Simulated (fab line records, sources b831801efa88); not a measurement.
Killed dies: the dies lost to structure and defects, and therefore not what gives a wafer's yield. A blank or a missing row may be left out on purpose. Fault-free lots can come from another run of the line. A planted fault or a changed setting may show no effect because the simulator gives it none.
Which of the tools did it?    flow sky130    6 lots, 18 wafers sampled, at 1 step of a route of 708

WHAT EACH GAUGE READ, for each wafer
SKY_LDD_HVP_TW_MEAS_10.
lot   measured      on             LDD_HVP_TW
L738  day 23 15:14  film metro-03  454 454 453
L740  day 24 10:56  film metro-03  448 451 451
L749  day 27 09:01  film metro-03  454 456 456
L751  day 27 21:11  film metro-03  457 458 459
L755  day 28 23:41  film metro-01  458 457 458
L758  day 29 15:20  film metro-04  461 460 461

WHAT TOOL EACH LOT RAN ON (gives the tool, then ch and the chambers of the sampled wafers, and finally the start)
The record shows no process step preceding these readings.

THE ANSWER, worked out from the rows above alone
Rule: the usual values come from the lots themselves. Put in order of their means at a reading, lots are off if they are a third of the lots or fewer, leave a main group of 4 or more, and stand apart from it by a gap of 3 or more times the standard deviation of the main group's means; of several such gaps the widest counts. The tables above print the reading to a certain number of digits; a main group whose means all agree to those digits is not used. A lot without any number at a reading at which 4 lots or more have one is off too. Where the step has rows for the other lots, those lots are counted as sound.
No lot is off at any reading shown: from this, nothing can be told.

WHAT HAD BEEN PUT IN BY THE SIMULATOR
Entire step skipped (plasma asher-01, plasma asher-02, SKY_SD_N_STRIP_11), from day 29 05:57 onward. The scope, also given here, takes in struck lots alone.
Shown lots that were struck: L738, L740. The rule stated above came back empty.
